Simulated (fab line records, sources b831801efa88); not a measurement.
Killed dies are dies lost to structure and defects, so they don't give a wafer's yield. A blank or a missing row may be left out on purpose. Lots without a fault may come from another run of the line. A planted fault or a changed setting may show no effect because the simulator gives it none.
fab line records | flow sfq_line
record lots=5 wafers=15 last_day=79
route steps=325 shown M1@72 I1@73
lots that met no fault: from a run of the same line without faults
start_h: hours from the record's first day to the start of the lot's first wafer shown | wait_h: hours since the lot's step before | " the same as in the row above | L1.1+2: a row that stands for several wafers | - no value, or no start given | * or withheld: withheld | < > ~ a bound
route shown NAME@n: a module of which the file shows steps, and the number in the route of the first | usual: mean/standard deviation of fault-free wafers | same: alike in all rows | chamber/n: place in a boat | sites: the reading at each site | _std_site: their standard deviation | _edge_site: outer sites' mean less inner sites' | radius_mm: how far each site lies from the wafer's centre | mask NAME#n: copy n | behind: the tool/chamber that last shaped the wafer | hold: why the lot was held/for how many hours/how that ended | device: the transistor (n, p or np) that didn't switch | end of line: the same wafers' tests at the end of the route | a step without rows: its recipe alone | killed: dies lost to structure and defects at the first sort, not the wafer's yield | map: a wafer's dies, x killed, . not, _ none there
set.NAME: the setting as run; set.NAME@STEP: as run at that earlier step | model.NAME: the simulator's own value behind a step, which no gauge read
lots at some steps of the route; a table a step, a row a wafer
services: from which hour (start_h, from the record's first day; less than 0 if before it) a tool's chamber was out of use, for how many hours, and why
## steps
# step SFQ_TRILAYER_M1_STRIP_SOLV_CLEAN_044
# recipe chemistry=NMP temp_c=70 time_s=600
# step SFQ_TRILAYER_I1_DEP_PECVD_045
# recipe material=SiO2 temp_c=150 time_s=111.11 pressure_torr=2.4 rf_w=183.3 precursor=SiH4/N2O target_thk_nm=500
# usual chamber_pressure_Torr=2.399/0.0057 heater_power_w=82/8.9 throttle_valve_pct=24.3/1.2
# columns lot.wafer tool chamber start_h wait_h chamber_pressure_Torr heater_power_w throttle_valve_pct
L355.2 pecvd-01 0 361.59 0.0 2.403 94 23.6
L355.3 " 2 " " 2.400 76 23.3
L355.5 " 2 " " 2.398 81 23.3
L364.2 pecvd-02 1 475.82 0.0 2.401 87 25.5
L364.4 " 2 " " 2.402 73 23.9
L364.5 " 0 " " 2.393 90 25.0
L366.1 pecvd-01 0 614.56 0.0 2.409 86 24.7
L366.2 " 2 " " 2.403 72 24.0
L366.3 " 0 " " 2.383 87 24.6
L367.1 pecvd-02 1 616.70 0.0 2.408 88 23.5
L367.2 " 2 " " 2.403 78 22.5
L367.4 " 1 " " 2.393 74 23.6
L373.1 pecvd-01 0 667.50 0.0 2.403 77 24.6
L373.5 " 1 " " 2.399 93 25.4
L373.6 " 2 " " 2.403 82 24.3
# step SFQ_TRILAYER_I1_CMP_CMP_046
# recipe material=SiO2 down_force_psi=3 platen_rpm=60 pad_velocity_m_s=0.94248
# usual motor_current_A=9.9/0.86 time_to_endpoint_s=215/8.6
# columns lot.wafer tool chamber start_h wait_h motor_current_A time_to_endpoint_s
L355.2 cmp-01 0 363.44 1.8 9.9 205
L355.3 " 1 " " 11.8 212
L355.5 " 3 364.94 3.3 9.1 225
L364.2 cmp-01 3 475.90 0.0 9.6 212
L364.4 " 1 476.90 1.0 11.0 210
L364.5 " 3 477.90 2.0 9.2 211
L366.1 cmp-01 2 615.46 0.9 9.5 211
L366.2 " 3 " " 9.5 227
L366.3 " 0 " " 10.6 210
L367.4 cmp-02 2 617.75 1.0 10.6 200
L367.1 " 3 " " 10.5 204
L367.2 " 0 " " 9.5 210
L373.1 cmp-01 2 669.05 1.5 9.5 205
L373.6 " 0 670.05 2.5 10.0 216
L373.5 " 1 " " 11.7 214
# step SFQ_I1_BOW_MEAS_912
# recipe mode=bow
# usual I1_BOW=4/7.4
# columns lot.wafer tool chamber start_h wait_h I1_BOW[um]
L355.2 film_metro-04 - 365.46 1.5 6
L355.3 " - " " 4
L355.5 " - " " -1
L364.2 film_metro-03 - 478.92 2.5 -1
L364.4 " - " " 1
L364.5 " - " " 1
L366.1 film_metro-01 - 617.96 2.0 2
L366.2 " - " " 12
L366.3 " - " " 4
L367.1 film_metro-03 - 620.25 1.5 2
L367.2 " - " " -4
L367.4 " - " " 4
L373.1 film_metro-03 - 671.05 1.5 -6
L373.5 " - " " 6
L373.6 " - " " 3
# step SFQ_TRILAYER_I1_METRO_MEASURE_047
# usual thk_nm=200.1/1.2
# columns lot.wafer tool chamber start_h wait_h thk_nm
L355.2 film_metro-04 - 365.76 0.3 198.7
L355.3 " - " " 199.0
L355.5 " - " " 200.7
L364.2 film_metro-03 - 479.22 0.3 201.2
L364.4 " - " " 200.1
L364.5 " - " " 200.7
L366.1 film_metro-01 - 618.08 0.1 199.5
L366.2 " - " " 200.6
L366.3 " - " " 200.0
L367.1 film_metro-03 - 620.37 0.1 203.3
L367.2 " - " " 201.4
L367.4 " - " " 199.4
L373.1 film_metro-03 - 671.17 0.1 199.3
L373.5 " - " " 197.8
L373.6 " - " " 200.0
# step SFQ_TRILAYER_I1_VIA_LITHO_COAT_054
# recipe resist=BARC spin_rpm=3000 resist_thk_nm=62
# step SFQ_TRILAYER_I1_VIA_LITHO_COAT_049
# recipe resist=KrF spin_rpm=3000 resist_thk_nm=650
# step SFQ_TRILAYER_I1_VIA_LITHO_SOFTBAKE_053
# recipe temp_c=withheld time_s=withheld resist=KrF
# step SFQ_TRILAYER_I1_VIA_LITHO_EXPOSE_050
# recipe mask_id=I1 na=0.6 source_shape=conventional sigma_outer=0.65 target_cd_nm=500 dose_mj=21.3
# step SFQ_TRILAYER_I1_VIA_LITHO_PEB_052
# recipe peb_temp_c=115 peb_time_s=60 resist=KrF
# step SFQ_TRILAYER_I1_VIA_LITHO_DEVELOP_051
# recipe time_s=60 resist=KrF
# step SFQ_I1_OVL_MEAS_913
# usual I1_OVL=-1/4.5
# columns lot.wafer tool chamber start_h wait_h I1_OVL[nm]
L355.2 overlay-01 - 369.02 0.1 -2
L355.3 " - " " 2
L355.5 " - " " 1
L364.2 overlay-01 - 612.09 0.1 10
L364.4 " - " " 6
L364.5 " - " " 2
L366.1 overlay-02 - 625.71 0.1 5
L366.2 " - " " 3
L366.3 " - " " 5
L367.1 overlay-02 - 626.91 0.1 -6
L367.2 " - " " -2
L367.4 " - " " 1
L373.1 overlay-01 - 831.25 0.1 -1
L373.5 " - " " -1
L373.6 " - " " -1
# step SFQ_TRILAYER_I1_VIA_BARC_OPEN_VIA_ETCH_071
# recipe mask_material=PR chemistry=O2 target_depth_nm=125 target=BARC source_w=500 bias_w=80 pressure_mtorr=30 time_s=41.7
# usual drypump_motor_current_A=5.8/0.38 oes_product_au=0.685/0.0049 run_length_s=69.8/0.4
# columns lot.wafer tool chamber start_h wait_h drypump_motor_current_A oes_product_au rf_hours_counter_h run_length_s model.KrF_of_TRILAYER_I1_VIA_LITHO_COAT_049.thk_nm
L355.2 rie_diel-04 2 369.05 0.0 6.2 0.683 96 70.1 573.1
L355.3 " 3 " " 5.6 0.688 5 69.7 572.1
L355.5 " 0 " " 5.5 0.682 - 69.5 572
L364.2 rie_diel-04 3 612.12 0.0 5.6 0.683 8 69.6 573.6
L364.4 " 1 " " 6.2 0.684 2 69.6 572.4
L364.5 " 1 " " 6.2 0.678 - 70.0 573
L366.1 rie_diel-01 0 625.74 0.0 5.5 0.685 3 69.8 570.8
L366.2 " 2 " " 5.3 0.680 51 69.6 571.4
L366.3 " 3 " " 6.3 0.668 3 72.6 567.4
L367.1 rie_diel-04 3 626.94 0.0 5.6 0.684 8 69.6 573.6
L367.2 " 2 " " 6.2 0.675 2 70.1 574.4
L367.4 " 0 " " 5.5 0.683 8 69.2 575.2
L373.1 rie_diel-01 1 831.29 0.0 5.4 0.690 2 70.2 570
L373.5 " 0 " " 5.5 0.682 - 70.3 570.2
L373.6 " 1 " " 5.4 0.682 - 70.0 571.2
# step SFQ_TRILAYER_I1_VIA_ETCH_VIA_ETCH_052
# recipe target=SiO2 stop_on=Nb mask_material=PR taper_deg=20 chemistry=CHF3 target_depth_nm=260 source_w=500 bias_w=80 pressure_mtorr=30 time_s=withheld
# usual drypump_motor_current_A=5.8/0.39 oes_product_au=0.855/0.0049
# columns lot.wafer tool chamber start_h wait_h drypump_motor_current_A oes_product_au model.KrF_of_TRILAYER_I1_VIA_LITHO_COAT_049.thk_nm
L355.2 rie_diel-04 2 369.09 0.0 6.2 0.851 527.4
L355.3 " 3 " " 5.6 0.854 527.4
L355.5 " 0 " " 5.4 0.854 526.8
L364.2 rie_diel-04 3 612.16 0.0 5.6 0.865 528.1
L364.4 " 1 " " 6.3 0.858 526.6
L364.5 " 1 " " 6.2 0.857 527
L366.1 rie_diel-01 0 625.78 0.0 5.4 0.851 525.2
L366.2 " 2 " " 5.3 0.857 526.7
L366.3 " 3 " " 6.3 0.856 523.1
L367.1 rie_diel-04 3 626.98 0.0 5.6 0.863 528.6
L367.2 " 2 " " 6.2 0.864 529.5
L367.4 " 0 " " 5.5 0.854 530.6
L373.1 rie_diel-01 1 831.33 0.0 5.4 0.851 526.2
L373.5 " 0 " " 5.5 0.848 525.2
L373.6 " 1 " " 5.4 0.852 527.5
# step SFQ_TRILAYER_I1_VIA_STRIP_STRIP_053
# recipe gas=O2 power_w=200 platen_temp_c=40 overash_fraction=0.65 chemistry=O2 pressure_mtorr=50
# usual drypump_motor_current_A=5.9/0.49 oes_product_au=0.994/0.0073
# columns lot.wafer tool chamber start_h wait_h drypump_motor_current_A oes_product_au rf_hours_counter_h
L355.2 rie_metal-03 0 369.20 - 6.3 1.005 17
L355.3 " 1 " " 6.5 1.001 -
L355.5 " 1 " " 6.4 0.997 -
L364.2 rie_metal-01 0 612.27 - 5.8 0.989 5
L364.4 " 1 " " 6.1 0.983 -
L364.5 " 1 " " 6.1 0.992 -
L366.1 rie_metal-04 0 625.90 - 6.2 0.992 12
L366.2 " 1 " " 5.0 0.997 138
L366.3 " 1 " " 5.0 1.004 -
L367.1 rie_metal-01 0 627.10 - 5.8 0.987 7
L367.2 " 1 " " 6.0 0.982 38
L367.4 " 1 " " 6.0 0.985 -
L373.1 rie_metal-04 0 831.44 - 6.2 0.989 45
L373.5 " 0 " " 6.2 0.987 -
L373.6 " 1 " " 5.1 0.989 -
## services
# columns tool chamber start_h hours kind
cmp-01 - 405.79 10.0 repair
rie_diel-04 0 413.14 8.2 repair
rie_diel-04 2 419.55 2.5 repair
cmp-01 - 441.60 0.6 repair
cmp-01 - 450.11 4.2 pm
cmp-01 - 453.53 0.4 repair
rie_diel-01 0 460.26 3.2 repair
rie_diel-04 3 477.91 2.5 repair
rie_diel-01 3 482.45 15.5 repair
rie_diel-04 - 487.50 0.3 repair
cmp-01 - 497.46 0.9 repair
rie_diel-01 3 527.71 24.1 repair
rie_diel-01 2 531.31 1.7 repair
rie_diel-01 0 533.58 8.6 repair
rie_diel-04 2 533.77 4.6 repair
rie_diel-04 3 534.09 6.8 repair
cmp-01 - 574.19 4.0 pm
rie_diel-04 - 579.75 0.6 repair
rie_diel-01 0 581.85 4.9 repair
cmp-01 - 618.03 5.3 pm
rie_diel-04 - 700.05 14.6 pm
rie_diel-04 0 760.55 9.2 repair
rie_diel-04 1 783.60 10.7 repair
rie_diel-04 0 825.81 17.3 repair
## key
first_sign step=SFQ_TRILAYER_I1_VIA_BARC_OPEN_VIA_ETCH_071 reading=run_length_s direction=up sigmas=7.1 usual=* struck=*
effect step=SFQ_TRILAYER_I1_VIA_BARC_OPEN_VIA_ETCH_071 reading=oes_product_au direction=down sigmas=3.3 usual=0.685 struck=0.668
model_effect step=SFQ_TRILAYER_I1_VIA_BARC_OPEN_VIA_ETCH_071 value=KrF_of_TRILAYER_I1_VIA_LITHO_COAT_049.thk_nm without=571.6 struck=567.4
model_effect step=SFQ_TRILAYER_I1_VIA_ETCH_VIA_ETCH_052 value=KrF_of_TRILAYER_I1_VIA_LITHO_COAT_049.thk_nm without=527.3 struck=523.1
met_at SFQ_TRILAYER_I1_VIA_BARC_OPEN_VIA_ETCH_071
struck_wafers L366.3
fault kind=process_parameter_drift tool=rie_diel-01 chamber=3 onset_h=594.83 steps=SFQ_TRILAYER_I1_VIA_BARC_OPEN_VIA_ETCH_071 channel=time_s offset=* shape=step end_h=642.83 acts_in=* stated=*
